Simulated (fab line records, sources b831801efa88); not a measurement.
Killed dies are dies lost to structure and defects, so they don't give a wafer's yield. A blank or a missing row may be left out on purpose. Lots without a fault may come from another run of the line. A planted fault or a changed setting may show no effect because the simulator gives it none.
fab line records | flow sky130
record lots=14 wafers=42 last_day=50
route steps=708 shown CONTACT@432 METAL1@435 METAL2@497
lots that met no fault: from a run of the same line without faults
start_h: hours from the record's first day to the start of the lot's first wafer shown | wait_h: hours since the lot's step before | " the same as in the row above | L1.1+2: a row that stands for several wafers | - no value, or no start given | * or withheld: withheld | < > ~ a bound
route shown NAME@n: a module of which the file shows steps, and the number in the route of the first | usual: mean/standard deviation of fault-free wafers | same: alike in all rows | chamber/n: place in a boat | sites: the reading at each site | _std_site: their standard deviation | _edge_site: outer sites' mean less inner sites' | radius_mm: how far each site lies from the wafer's centre | mask NAME#n: copy n | behind: the tool/chamber that last shaped the wafer | hold: why the lot was held/for how many hours/how that ended | device: the transistor (n, p or np) that didn't switch | end of line: the same wafers' tests at the end of the route | a step without rows: its recipe alone | killed: dies lost to structure and defects at the first sort, not the wafer's yield | map: a wafer's dies, x killed, . not, _ none there
set.NAME: the setting as run; set.NAME@STEP: as run at that earlier step | model.NAME: the simulator's own value behind a step, which no gauge read
steps of the route over a sample of lots; a table a step, a row a wafer
services: from which hour (start_h, from the record's first day; less than 0 if before it) a tool's chamber was out of use, for how many hours, and why
## steps
# step SKY_CONTACT_THK_MEAS_26
# recipe thk_meas_gauge=xrf reads=W_of_CONTACT_CVD_24
# usual CONTACT_W_THK=325/4
# columns lot.wafer tool chamber start_h wait_h CONTACT_W_THK[nm]
L968.2 film_metro-02 - 743.43 0.1 322
L968.3 " - " " 323
L968.6 " - " " 318
L969.3 film_metro-03 - 749.74 0.1 329
L969.4 " - " " 326
L969.5 " - " " 325
L970.1 film_metro-02 - 754.19 0.1 322
L970.3 " - " " 325
L970.4 " - " " 324
L972.1 film_metro-04 - 773.49 0.1 329
L972.3 " - " " 327
L972.4 " - " " 328
L973.2 film_metro-03 - 779.96 0.1 324
L973.4 " - " " 323
L973.6 " - " " 326
L974.4 film_metro-02 - 784.63 0.1 321
L974.5 " - " " 316
L974.6 " - " " 322
L975.2 film_metro-03 - 793.10 0.1 325
L975.3 " - " " 322
L975.6 " - " " 326
L977.1 film_metro-02 - 810.02 0.1 328
L977.2 " - " " 327
L977.3 " - " " 323
L979.2 film_metro-03 - 832.70 0.1 326
L979.5 " - " " 318
L979.6 " - " " 320
L980.2 film_metro-04 - 833.35 0.1 329
L980.3 " - " " 330
L980.6 " - " " 327
L981.2 film_metro-04 - 840.23 0.1 327
L981.4 " - " " 326
L981.5 " - " " 325
L982.4 film_metro-02 - 849.85 0.1 324
L982.5 " - " " 324
L982.6 " - " " 323
L986.1 film_metro-03 - 878.18 0.1 327
L986.4 " - " " 322
L986.6 " - " " 324
L991.2 film_metro-04 - 905.72 0.1 323
L991.3 " - " " 323
L991.4 " - " " 322
# step SKY_METAL1_SPUTTER_01
# recipe material=TiN target_thk_nm=20 power_w=6500 time_s=16.7 chamber_pressure_pa=0.4
# usual chamber_pressure_pa=0.4001/0.00083 throttle_valve_pct=30.5/1.1
# columns lot.wafer tool chamber start_h wait_h chamber_pressure_pa throttle_valve_pct
L968.2 pvd_sputter-03 - 743.80 0.0 0.3989 31.8
L968.3 " - " " 0.4005 29.0
L968.6 " - " " 0.4007 31.9
L969.3 pvd_sputter-03 - 750.10 0.0 0.4013 31.7
L969.4 " - " " 0.4006 31.8
L969.5 " - " " 0.4001 32.0
L970.1 pvd_sputter-03 - 754.57 0.0 0.4004 32.1
L970.3 " - " " 0.4005 29.1
L970.4 " - " " 0.3997 29.8
L972.1 pvd_sputter-03 - 773.87 0.0 0.3992 31.8
L972.3 " - " " 0.4002 28.8
L972.4 " - " " 0.3996 29.0
L973.2 pvd_sputter-03 - 780.33 0.0 0.4010 31.9
L973.4 " - " " 0.3998 31.9
L973.6 " - " " 0.4009 30.0
L974.4 pvd_sputter-03 - 784.98 0.0 0.4008 31.9
L974.5 " - " " 0.4000 32.0
L974.6 " - " " 0.3988 32.0
L975.2 pvd_sputter-01 - 793.47 0.0 0.4006 28.9
L975.3 " - " " 0.4017 29.4
L975.6 " - " " 0.3991 28.9
L977.1 pvd_sputter-02 - 810.40 0.0 0.4003 30.9
L977.2 " - " " 0.3998 30.7
L977.3 " - " " 0.4010 30.1
L979.2 pvd_sputter-03 - 833.08 0.0 0.3998 30.3
L979.5 " - " " 0.3997 29.9
L979.6 " - " " 0.3994 31.8
L980.2 pvd_sputter-02 - 833.72 0.0 0.4009 31.1
L980.3 " - " " 0.3997 30.5
L980.6 " - " " 0.4000 30.5
L981.2 pvd_sputter-02 - 840.60 0.0 0.3996 30.2
L981.4 " - " " 0.4009 30.2
L981.5 " - " " 0.3995 30.3
L982.4 pvd_sputter-01 - 850.22 0.0 0.4007 30.1
L982.5 " - " " 0.4003 28.9
L982.6 " - " " 0.3991 29.5
L986.1 pvd_sputter-01 - 878.57 0.0 0.4001 29.0
L986.4 " - " " 0.3994 31.4
L986.6 " - " " 0.3999 30.1
L991.2 pvd_sputter-01 - 906.28 0.0 0.4001 29.8
L991.3 " - " " 0.3991 31.5
L991.4 " - " " 0.4006 30.5
# step SKY_METAL1_CD_MEAS_15
# recipe target_cd_nm=140
# usual cd_nm=140.8/1.8
# columns lot.wafer tool chamber start_h wait_h cd_nm
L968.2 cd_sem-02 - 771.27 - 140.5
L968.3 " - " " 139.1
L968.6 " - " " 138.6
L969.3 cd_sem-01 - 777.60 - 140.2
L969.4 " - " " 139.4
L969.5 " - " " 139.3
L970.1 cd_sem-01 - 781.61 - 140.0
L970.3 " - " " 139.1
L970.4 " - " " 140.7
L972.1 cd_sem-01 - 800.95 - 139.7
L972.3 " - " " 139.5
L972.4 " - " " 140.0
L973.2 cd_sem-02 - 807.33 - 139.9
L973.4 " - " " 140.0
L973.6 " - " " 139.7
L974.4 cd_sem-02 - 811.81 - 143.9
L974.5 " - " " 143.3
L974.6 " - " " 143.3
L975.2 cd_sem-01 - 820.38 - 140.6
L975.3 " - " " 139.5
L975.6 " - " " 140.7
L977.1 cd_sem-01 - 836.20 - 142.2
L977.2 " - " " 141.6
L977.3 " - " " 143.0
L979.2 cd_sem-02 - 859.02 - 142.1
L979.5 " - " " 142.8
L979.6 " - " " 142.1
L980.2 cd_sem-02 - 859.48 - 139.7
L980.3 " - " " 138.0
L980.6 " - " " 138.8
L981.2 cd_sem-01 - 866.89 - 140.9
L981.4 " - " " 141.7
L981.5 " - " " 141.9
L982.4 cd_sem-01 - 876.48 - 139.4
L982.5 " - " " 137.9
L982.6 " - " " 138.5
L986.1 cd_sem-02 - 904.55 - 143.3
L986.4 " - " " 141.8
L986.6 " - " " 143.0
L991.2 cd_sem-01 - 931.76 - 140.9
L991.3 " - " " 139.9
L991.4 " - " " 140.0
# step SKY_METAL2_DEVELOP_14
# recipe develop_time_s=60 resist=KrF-thick dev_temp_c=21
# usual chill_plate_temp_C=22.99/0.11 develop_time_s=60/0
# columns lot.wafer tool chamber start_h wait_h chill_plate_temp_C develop_time_s
L968.2 litho_track-04 0 827 - 22.91 60
L968.3 " 0 " " 22.94 60
L968.6 " 0 " " 22.85 60
L969.3 litho_track-03 0 834 - 23.14 60
L969.4 " 0 " " 23.02 60
L969.5 " 0 " " 22.98 60
L970.1 litho_track-03 0 837 - 22.88 60
L970.3 " 0 " " 22.93 60
L970.4 " 0 " " 22.96 60
L972.1 litho_track-04 0 856 - 23.19 60
L972.3 " 0 " " 23.14 60
L972.4 " 0 " " 23.10 60
L973.2 litho_track-04 0 863 - 23.14 60
L973.4 " 0 " " 23.17 60
L973.6 " 0 " " 23.08 60
L974.4 litho_track-01 0 867 - 22.85 60
L974.5 " 0 " " 22.93 60
L974.6 " 0 " " 23.04 60
L975.2 litho_track-04 0 876 - 22.92 60
L975.3 " 0 " " 23.15 60
L975.6 " 0 " " 22.98 60
L977.1 litho_track-01 0 890 - 22.99 60
L977.2 " 0 " " 23.07 60
L977.3 " 0 " " 23.03 60
L979.2 litho_track-03 0 914 - 22.93 60
L979.5 " 0 " " 23.02 60
L979.6 " 0 " " 22.89 60
L980.2 litho_track-04 0 914 - 22.81 60
L980.3 " 0 " " 22.79 60
L980.6 " 0 " " 22.87 60
L981.2 litho_track-03 - 920 - - -
L981.4 " - " " - -
L981.5 " - " " - -
L982.4 litho_track-03 - 928 - - -
L982.5 " - " " - -
L982.6 " - " " - -
L986.1 litho_track-01 0 956 - 22.83 60
L986.4 " 0 " " 22.84 60
L986.6 " 0 " " 22.81 60
L991.2 litho_track-03 0 983 - 22.88 60
L991.3 " 0 " " 22.94 60
L991.4 " 0 " " 22.93 60
## services
# columns tool chamber start_h hours kind
pvd_sputter-01 - 804.35 1.4 repair
pvd_sputter-01 - 822.77 1.2 repair
pvd_sputter-02 - 871.06 7.5 repair
pvd_sputter-02 - 934.72 4.6 repair
pvd_sputter-03 - 938.87 11.2 repair
## key
first_sign step=SKY_METAL2_DEVELOP_14 reading=tool_record direction=missing
effect none on later readings
met_at SKY_METAL2_DEVELOP_14
struck_lots L981,L982
later_rows_left_out L981.2,L981.4,L981.5,L982.4,L982.5,L982.6
sort_left_out L981.2,L981.4,L981.5,L982.4,L982.5,L982.6
not_acting_at SKY_CONTACT_THK_MEAS_26,SKY_METAL1_SPUTTER_01,SKY_METAL1_CD_MEAS_15
onset_between 914 920
fault kind=skipped_step_whole tool=litho_track-03 chamber=- onset_h=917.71 steps=SKY_METAL2_DEVELOP_14 scope=struck_lots_only
# sort_left_out: the simulated sort isn't trusted on such a fault, so these wafers' sort isn't shown, and their yield isn't known
# later_rows_left_out: the simulator's readings of these wafers behind a module that went badly wrong aren't trusted and aren't shown, but for the sort
